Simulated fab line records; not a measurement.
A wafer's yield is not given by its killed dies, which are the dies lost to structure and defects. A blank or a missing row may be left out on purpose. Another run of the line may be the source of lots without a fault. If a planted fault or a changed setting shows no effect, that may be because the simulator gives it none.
Check for tools in common :: flow sky130 :: 10 lots and 29 wafers in the sample

THE REASON FOR OPENING IT
SKY_METAL5_RS_MEAS_05, reading METAL5_ALCU_RS: flagged on 1 of 10 lots. Wafers without a fault read 0.0271 ohm/sq, standard deviation 0.00034.
Rule: flag the lot when none of its wafers has a number, or when each of its wafers that has one lies beyond 4 standard deviations from that mean. The rest of the lots are taken to be sound.

lot: L857
measured: day 43 08:18
on: film-metro-04
METAL5_ALCU_RS (ohm/sq), wafer by wafer: 0.0270 0.0272 0.0271
flag: 

lot: L859
measured: day 44 07:52
on: film-metro-04
METAL5_ALCU_RS (ohm/sq), wafer by wafer: 0.0266 0.0276 0.0275
flag: 

lot: L862
measured: day 44 11:16
on: film-metro-04
METAL5_ALCU_RS (ohm/sq), wafer by wafer: 0.0273 0.0271 0.0263
flag: 

lot: L864
measured: day 44 21:02
on: film-metro-01
METAL5_ALCU_RS (ohm/sq), wafer by wafer: 0.0273 0.0273 0.0265
flag: 

lot: L867
measured: day 45 22:59
on: film-metro-03
METAL5_ALCU_RS (ohm/sq), wafer by wafer: 0.0275 0.0273 0.0265
flag: 

lot: L869
measured: day 46 08:08
on: film-metro-03
METAL5_ALCU_RS (ohm/sq), wafer by wafer: 0.0272 0.0271 0.0266
flag: 

lot: L871
measured: day 46 17:10
on: film-metro-04
METAL5_ALCU_RS (ohm/sq), wafer by wafer: 0.0320 0.0318
flag: FLAGGED

lot: L875
measured: day 47 14:31
on: film-metro-01
METAL5_ALCU_RS (ohm/sq), wafer by wafer: 0.0271 0.0267 0.0268
flag: 

lot: L877
measured: day 48 00:14
on: film-metro-01
METAL5_ALCU_RS (ohm/sq), wafer by wafer: 0.0272 0.0275 0.0270
flag: 

lot: L879
measured: day 48 15:32
on: film-metro-04
METAL5_ALCU_RS (ohm/sq), wafer by wafer: 0.0270 0.0276 0.0272
flag: 
The numbers of the flagged lots are 0.0319 ohm/sq on average: +0.0048 ohm/sq against the usual, or +14 standard deviations.

WHICH TOOL EACH LOT WENT THROUGH
2 process steps preceding the reading are held in the record, out of 708 steps in the route. Every cell lists first the tool, next ch and the chambers used by the sampled wafers, and last the start.
lot: L857
flag: 
SKY_CAP2M_STRIP_14: plasma-asher-04 ch 0,1, day 41 06:13
SKY_METAL5_SPUTTER_02: pvd-sputter-03, day 43 08:11

lot: L859
flag: 
SKY_CAP2M_STRIP_14: plasma-asher-02 ch 0,1, day 42 06:56
SKY_METAL5_SPUTTER_02: pvd-sputter-04, day 44 07:44

lot: L862
flag: 
SKY_CAP2M_STRIP_14: plasma-asher-03 ch 0,1, day 42 09:56
SKY_METAL5_SPUTTER_02: pvd-sputter-04, day 44 11:09

lot: L864
flag: 
SKY_CAP2M_STRIP_14: plasma-asher-04 ch 0,1, day 42 20:20
SKY_METAL5_SPUTTER_02: pvd-sputter-04, day 44 20:55

lot: L867
flag: 
SKY_CAP2M_STRIP_14: plasma-asher-02 ch 0,1, day 43 23:14
SKY_METAL5_SPUTTER_02: pvd-sputter-04, day 45 22:41

lot: L869
flag: 
SKY_CAP2M_STRIP_14: plasma-asher-02 ch 0,1, day 44 09:20
SKY_METAL5_SPUTTER_02: pvd-sputter-04, day 46 07:59

lot: L871
flag: FLAGGED
SKY_CAP2M_STRIP_14: plasma-asher-04 ch 1, day 44 19:56
SKY_METAL5_SPUTTER_02: pvd-sputter-04, day 46 17:04

lot: L875
flag: 
SKY_CAP2M_STRIP_14: plasma-asher-02 ch 0,1, day 45 17:47
SKY_METAL5_SPUTTER_02: pvd-sputter-02, day 47 14:23

lot: L877
flag: 
SKY_CAP2M_STRIP_14: plasma-asher-04 ch 1, day 46 04:13
SKY_METAL5_SPUTTER_02: pvd-sputter-03, day 48 00:06

lot: L879
flag: 
SKY_CAP2M_STRIP_14: plasma-asher-02 ch 0,1, day 46 21:08
SKY_METAL5_SPUTTER_02: pvd-sputter-02, day 48 15:23
What the steps here do:
- SKY_CAP2M_STRIP_14: strips in O2/N2.
- SKY_METAL5_SPUTTER_02: material AlCu, target thk 1150 nm, time 61.2 s.
- SKY_METAL5_RS_MEAS_05: measures by four-point-probe.

FLAGGED OVER TOTAL, TOOL BY TOOL (the gauges that took the reading come last)
step: SKY_CAP2M_STRIP_14
tool: plasma-asher-02
lots run: 5
flagged: 0
share of the flagged lots: none
sound lots run after its first flagged lot: -

step: SKY_CAP2M_STRIP_14
tool: plasma-asher-03
lots run: 1
flagged: 0
share of the flagged lots: none
sound lots run after its first flagged lot: -

step: SKY_CAP2M_STRIP_14
tool: plasma-asher-04
lots run: 4
flagged: 1
share of the flagged lots: all
sound lots run after its first flagged lot: 1 (L877)

step: SKY_METAL5_SPUTTER_02
tool: pvd-sputter-02
lots run: 2
flagged: 0
share of the flagged lots: none
sound lots run after its first flagged lot: -

step: SKY_METAL5_SPUTTER_02
tool: pvd-sputter-03
lots run: 2
flagged: 0
share of the flagged lots: none
sound lots run after its first flagged lot: -

step: SKY_METAL5_SPUTTER_02
tool: pvd-sputter-04
lots run: 6
flagged: 1
share of the flagged lots: all
sound lots run after its first flagged lot: 0

step: SKY_METAL5_RS_MEAS_05
tool: film-metro-01
lots run: 3
flagged: 0
share of the flagged lots: none
sound lots run after its first flagged lot: -

step: SKY_METAL5_RS_MEAS_05
tool: film-metro-03
lots run: 2
flagged: 0
share of the flagged lots: none
sound lots run after its first flagged lot: -

step: SKY_METAL5_RS_MEAS_05
tool: film-metro-04
lots run: 5
flagged: 1
share of the flagged lots: all
sound lots run after its first flagged lot: 1 (L879)

THE TABLE: WHAT IT ALLOWS
Rows of the table that ran every flagged lot, 3 in all: plasma-asher-04 at SKY_CAP2M_STRIP_14, pvd-sputter-04 at SKY_METAL5_SPUTTER_02, film-metro-04 at SKY_METAL5_RS_MEAS_05.
- plasma-asher-04 at SKY_CAP2M_STRIP_14 ran 4 lots, 1 of them flagged. Sound lots ran on it after the first flagged one (L877), which a lasting fault on the whole tool wouldn't allow.
- pvd-sputter-04 at SKY_METAL5_SPUTTER_02 ran 6 lots, 1 of them flagged. Its last sound lot is L869 (day 46 07:59), its first flagged lot L871 (day 46 17:04): a fault that began between those two fits.
- film-metro-04 at SKY_METAL5_RS_MEAS_05 ran 5 lots, 1 of them flagged. Sound lots ran on it after the first flagged one (L879), which a lasting fault on the whole tool wouldn't allow.
Left over: one tool, pvd-sputter-04 at SKY_METAL5_SPUTTER_02.

WHAT HAD BEEN PUT IN BY THE SIMULATOR
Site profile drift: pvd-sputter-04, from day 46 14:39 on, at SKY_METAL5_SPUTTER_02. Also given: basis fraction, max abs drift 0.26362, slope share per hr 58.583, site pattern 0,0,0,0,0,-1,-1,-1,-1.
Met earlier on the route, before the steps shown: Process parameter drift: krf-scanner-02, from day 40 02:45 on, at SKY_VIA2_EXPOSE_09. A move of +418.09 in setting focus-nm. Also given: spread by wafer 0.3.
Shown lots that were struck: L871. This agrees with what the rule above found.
